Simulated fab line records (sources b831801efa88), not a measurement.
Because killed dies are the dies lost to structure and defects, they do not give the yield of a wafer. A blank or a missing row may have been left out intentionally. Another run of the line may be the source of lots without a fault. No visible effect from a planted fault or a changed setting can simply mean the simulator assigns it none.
fab line records | flow gf180mcu
record lots=15 wafers=45 lastDay=34
route steps=602 shown MIM@506 M5@536 V5@551 TOP_METAL@568
lots that met no fault: taken from a fault-free run of the same line
startH: start of the lot's first displayed wafer, in hours after the record's first day | waitH: hours since the lot's step before | " as in the row above | L1.1+2: several wafers, shown together as one row | - no value present, or no start provided | * or withheld: withheld | < > ~ a bound
route shown NAME@n: a module of which the file shows steps, and the number in the route of the first | usual: mean/standard deviation taken from wafers without a fault | same: alike in all rows | chamber/n: place in a boat | sites: each site's reading | _std_site: how widely they spread, as a standard deviation | _edge_site: mean of outer sites minus mean of inner sites | radiusMm: for every site, how far away it sits from the centre of the wafer | mask NAME#n: copy n | behind: tool/chamber where the wafer was last shaped | hold: reason for holding the lot/hours on hold/outcome of the hold | device: the n, p or np transistor that did not switch | end of line: the route-end tests of the same wafers | where a step has no rows: the recipe by itself | killed: at the first sort, the dies lost to defects and structure; wafer yield is something else | map: dies across one wafer; x = killed, . = not, _ = none there
set.NAME: the setting as run; set.NAME@STEP: as run at that earlier step | model.NAME: the simulator's own value behind a step, which no gauge read
the route's steps for a sample of lots (tables are steps, rows are wafers)
services: the hour from which a tool's chamber was out of use, counted from the record's first day as startH (under 0 if before that day), plus the number of hours and why
## steps
# step GF_MIM_SPUTTER_03
# recipe material=Ti targetThkNm=10 substrateTempC=300 chamberPressurePa=0.3 powerW=3000 timeS=6.7
# usual throttleValvePct=30.2/0.98
# columns lot.wafer tool chamber startH waitH throttleValvePct
L214.1 pvdSputter-02 - 559.31 0.0 30.1
L214.2 " - " " 29.3
L214.3 " - " " 28.9
L216.1 pvdSputter-02 - 580.03 0.0 29.0
L216.4 " - " " 30.1
L216.5 " - " " 30.3
L218.1 pvdSputter-04 - 600.52 0.0 28.9
L218.3 " - " " 29.0
L218.6 " - " " 28.9
L219.2 pvdSputter-02 - 605.87 0.0 29.3
L219.4 " - " " 29.3
L219.5 " - " " 30.4
L221.3 pvdSputter-02 - 626.15 0.0 30.3
L221.4 " - " " 29.3
L221.5 " - " " 30.3
L223.2 pvdSputter-04 - 642.46 0.0 31.6
L223.5 " - " " 31.5
L223.6 " - " " 29.2
L224.2 pvdSputter-02 - 650.51 0.0 29.2
L224.5 " - " " 30.4
L224.6 " - " " 29.1
L227.3 pvdSputter-03 - 665.36 0.0 30.9
L227.4 " - " " 29.5
L227.6 " - " " 29.6
L228.1 pvdSputter-02 - 672.60 0.0 30.4
L228.4 " - " " 29.1
L228.6 " - " " 30.4
L230.4 pvdSputter-03 - 692.03 0.0 30.7
L230.5 " - " " 32.2
L230.6 " - " " 31.2
L231.1 pvdSputter-03 - 694.06 0.0 30.6
L231.4 " - " " 31.9
L231.6 " - " " 31.3
L233.3 pvdSputter-04 - 707.60 0.0 31.3
L233.4 " - " " 29.0
L233.5 " - " " 31.5
L235.1 pvdSputter-02 - 724.49 0.0 30.1
L235.3 " - " " 29.0
L235.6 " - " " 29.0
L236.2 pvdSputter-04 - 726.88 0.0 30.0
L236.3 " - " " 29.1
L236.5 " - " " 28.9
L237.1 pvdSputter-03 - 728.58 0.0 31.2
L237.5 " - " " 30.8
L237.6 " - " " 29.4
# step GF_M5_METAL_ETCH_10
# recipe chemistry=Cl2/BCl3 maskMaterial=KrF targetDepthNm=627.5 stopOn=SiO2 pressureMtorr=8 icpW=800 biasW=140 Cl2_flow_sccm=80 bcl3FlowSccm=40 timeS=104.6
# usual drypumpMotorCurrentA=5.57/0.22 oesProductAu=0.971/0.0064 throttleValvePct=28.251/0.0089
# columns lot.wafer tool chamber startH waitH drypumpMotorCurrentA oesProductAu rfHoursCounterH throttleValvePct
L214.1 rieMetal-03 1 603.65 0.0 5.93 0.970 12 28.238
L214.2 " 0 " " 5.59 0.973 7 28.247
L214.3 " 0 " " 5.57 0.977 - 28.244
L216.1 rieMetal-04 1 622.05 0.0 5.30 0.974 11 28.246
L216.4 " 1 " " 5.27 0.979 - 28.253
L216.5 " 0 " " 5.35 0.959 - 28.250
L218.1 rieMetal-02 1 641.44 0.0 5.48 0.963 2 28.265
L218.3 " 1 " " 5.51 0.962 - 28.249
L218.6 " 1 " " 5.46 0.966 - 28.260
L219.2 rieMetal-02 1 648.19 0.0 5.51 0.970 2 28.252
L219.4 " 1 " " 5.54 0.969 - 28.254
L219.5 " 0 " " 5.64 0.961 - 28.253
L221.3 rieMetal-04 0 666.46 0.1 5.36 0.976 - 28.246
L221.4 " 0 " " 5.34 0.973 - 28.225
L221.5 " 0 " " 5.35 0.962 - 28.262
L223.2 rieMetal-02 1 680.65 0.0 5.51 0.961 4 28.249
L223.5 " 0 " " 5.60 0.967 - 28.240
L223.6 " 1 " " 5.51 0.972 - 28.249
L224.2 rieMetal-02 0 688.60 0.0 5.59 0.966 1 28.252
L224.5 " 1 " " 5.50 0.969 - 28.244
L224.6 " 0 " " 5.63 0.970 - 28.256
L227.3 rieMetal-03 1 703.87 0.1 5.96 0.974 - 28.252
L227.4 " 1 " " 5.96 0.974 - 28.240
L227.6 " 1 " " 5.96 0.965 - 28.235
L228.1 rieMetal-03 1 710.30 0.0 5.91 0.972 4 28.263
L228.4 " 1 " " 5.93 0.960 - 28.264
L228.6 " 1 " " 5.93 0.967 - 28.267
L230.4 rieMetal-02 1 729.09 0.0 5.52 0.976 - 28.252
L230.5 " 1 " " 5.50 0.975 - 28.245
L230.6 " 0 " " 5.60 0.978 - 28.250
L231.1 rieMetal-02 0 730.86 0.0 5.60 0.967 2 28.241
L231.4 " 0 " " 5.66 0.969 - 28.238
L231.6 " 1 " " 5.54 0.966 - 28.240
L233.3 rieMetal-02 0 743.53 0.1 5.61 0.976 - 28.247
L233.4 " 0 " " 5.59 0.975 - 28.237
L233.5 " 0 " " 5.63 0.968 - 28.255
L235.1 rieMetal-04 1 759.59 0.0 5.29 0.966 4 28.258
L235.3 " 1 " " 5.29 0.978 - 28.260
L235.6 " 0 " " 5.37 0.970 - 28.250
L236.2 rieMetal-02 1 761.50 0.0 5.54 0.964 7 28.262
L236.3 " 1 " " 5.53 0.976 - 28.254
L236.5 " 0 " " 5.57 0.967 - 28.257
L237.1 rieMetal-03 0 763.29 0.0 5.60 0.979 12 28.239
L237.5 " 1 " " 5.94 0.965 - 28.236
L237.6 " 0 " " 5.58 0.978 - 28.257
# step GF_V5_EXPOSE_11
# recipe maskId=Via5 targetCdNm=260 na=0.68 sourceShape=conventional sigmaOuter=0.6 doseMj=38
# usual exposureDoseMJCm2=38.00/0.036 focusOffsetNm=0.0/0.48
# columns lot.wafer tool chamber startH waitH mask exposureDoseMJCm2 focusOffsetNm
L214.1 krfScanner-01 0 615.32 - Via5#0 37.94 0.7
L214.2 " 0 " " Via5#0 38.00 0.1
L214.3 " 0 " " Via5#0 37.96 0.3
L216.1 krfScanner-01 0 633.20 - Via5#0 38.01 -0.1
L216.4 " 0 " " Via5#0 37.97 0.2
L216.5 " 0 " " Via5#0 38.05 -0.4
L218.1 krfScanner-02 0 652.21 - Via5#0 38.00 -0.7
L218.3 " 0 " " Via5#0 37.98 0.0
L218.6 " 0 " " Via5#0 37.99 -0.5
L219.2 krfScanner-02 0 658.84 - Via5#0 37.99 -0.2
L219.4 " 0 " " Via5#0 37.97 -0.5
L219.5 " 0 " " Via5#0 37.97 -0.4
L221.3 krfScanner-02 - 677.43 - Via5#0 - -
L221.4 " - " " Via5#0 - -
L221.5 " - " " Via5#0 - -
L223.2 krfScanner-02 - 691.36 - Via5#0 - -
L223.5 " - " " Via5#0 - -
L223.6 " - " " Via5#0 - -
L224.2 krfScanner-02 - 699.54 - Via5#0 - -
L224.5 " - " " Via5#0 - -
L224.6 " - " " Via5#0 - -
L227.3 krfScanner-01 0 714.05 - Via5#0 38.06 0.3
L227.4 " 0 " " Via5#0 38.04 -0.2
L227.6 " 0 " " Via5#0 38.03 -0.5
L228.1 krfScanner-02 0 721.19 - Via5#0 37.99 0.1
L228.4 " 0 " " Via5#0 38.01 -0.1
L228.6 " 0 " " Via5#0 38.01 0.2
L230.4 krfScanner-02 0 738.83 - Via5#0 37.91 1.0
L230.5 " 0 " " Via5#0 37.98 0.2
L230.6 " 0 " " Via5#0 37.93 -0.6
L231.1 krfScanner-02 0 740.46 - Via5#0 38.08 -0.8
L231.4 " 0 " " Via5#0 38.00 -0.9
L231.6 " 0 " " Via5#0 38.03 -0.6
L233.3 krfScanner-02 0 753.68 - Via5#0 38.00 -0.3
L233.4 " 0 " " Via5#0 37.94 -0.3
L233.5 " 0 " " Via5#0 38.02 0.3
L235.1 krfScanner-02 0 769.31 - Via5#0 38.02 0.6
L235.3 " 0 " " Via5#0 37.99 0.3
L235.6 " 0 " " Via5#0 38.00 -0.2
L236.2 krfScanner-01 0 770.86 - Via5#0 38.05 0.2
L236.3 " 0 " " Via5#0 38.06 -0.2
L236.5 " 0 " " Via5#0 38.01 -0.3
L237.1 krfScanner-02 0 773.29 - Via5#0 38.03 -0.8
L237.5 " 0 " " Via5#0 37.99 -0.4
L237.6 " 0 " " Via5#0 37.96 -0.5
# step GF_TOP_METAL_SPUTTER_01
# recipe material=TiN targetThkNm=30 powerW=6500 timeS=25 chamberPressurePa=0.4
# usual throttleValvePct=30.2/0.87
# columns lot.wafer tool chamber startH waitH throttleValvePct
L214.1 pvdSputter-01 - 626.78 0.1 29.7
L214.2 " - " " 30.7
L214.3 " - " " 30.4
L216.1 pvdSputter-03 - 645.24 0.1 31.0
L216.4 " - " " 31.3
L216.5 " - " " 30.6
L218.1 pvdSputter-03 - 663.11 0.1 30.7
L218.3 " - " " 31.6
L218.6 " - " " 31.1
L219.2 pvdSputter-02 - 670.53 0.1 28.9
L219.4 " - " " 29.2
L219.5 " - " " 28.9
L227.3 pvdSputter-03 - 724.71 0.1 31.0
L227.4 " - " " 31.7
L227.6 " - " " 32.0
L228.1 pvdSputter-02 - 731.75 0.1 30.8
L228.4 " - " " 29.0
L228.6 " - " " 30.3
L230.4 pvdSputter-02 - 748.72 0.1 30.3
L230.5 " - " " 30.4
L230.6 " - " " 29.2
L231.1 pvdSputter-02 - 750.63 0.1 30.3
L231.4 " - " " 30.3
L231.6 " - " " 30.6
L233.3 pvdSputter-02 - 763.43 0.1 30.0
L233.4 " - " " 29.1
L233.5 " - " " 30.2
L235.1 pvdSputter-03 - 778.77 0.1 29.3
L235.3 " - " " 30.9
L235.6 " - " " 29.3
L236.2 pvdSputter-02 - 780.30 0.1 29.3
L236.3 " - " " 30.1
L236.5 " - " " 30.6
L237.1 pvdSputter-02 - 782.63 0.1 28.9
L237.5 " - " " 29.4
L237.6 " - " " 29.3
## services
# columns tool chamber startH hours kind
krfScanner-02 - 536.19 1.3 pm
krfScanner-01 - 537.49 1.3 pm
pvdSputter-04 - 543.11 1.9 repair
pvdSputter-03 - 558.30 1.1 repair
rieMetal-02 1 560.45 22.8 repair
krfScanner-01 - 564.96 0.8 pm
pvdSputter-04 - 603.30 3.1 repair
rieMetal-02 0 626.05 9.4 repair
rieMetal-02 1 631.89 8.7 repair
rieMetal-02 0 636.70 1.4 repair
rieMetal-02 - 638.11 2.8 pm
krfScanner-01 - 638.23 0.8 pm
rieMetal-02 - 650.63 1.4 pm
krfScanner-02 - 659.73 3.9 repair
krfScanner-02 - 673.62 0.8 pm
krfScanner-02 - 675.39 1.0 pm
pvdSputter-02 - 680.69 3.5 repair
krfScanner-02 - 688.11 1.3 pm
pvdSputter-02 - 691.43 0.7 repair
pvdSputter-02 - 693.74 4.9 repair
krfScanner-02 - 728.74 1.0 repair
rieMetal-02 1 733.53 11.5 repair
pvdSputter-03 - 733.91 3.2 repair
krfScanner-02 - 743.72 0.3 repair
## key
firstSign step=GF_V5_EXPOSE_11 reading=toolRecord direction=missing
effect none on later readings
metAt GF_V5_EXPOSE_11
struckLots L221,L223,L224
laterRowsLeftOut L221.3,L221.4,L221.5,L223.2,L223.5,L223.6,L224.2,L224.5,L224.6
sortLeftOut L221.3,L221.4,L221.5,L223.2,L223.5,L223.6,L224.2,L224.5,L224.6
notActingAt GF_MIM_SPUTTER_03,GF_M5_METAL_ETCH_10,GF_TOP_METAL_SPUTTER_01
onsetBetween 658.84 677.43
fault kind=skippedStepWhole tool=krfScanner-02 chamber=- onsetH=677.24 steps=GF_V5_EXPOSE_11 scope=struckLotsOnly
# sortLeftOut: the simulated sort isn't trusted on such a fault, so these wafers' sort isn't shown, and their yield isn't known
# laterRowsLeftOut: the simulator's readings of these wafers behind a module that went badly wrong aren't trusted and aren't shown, but for the sort
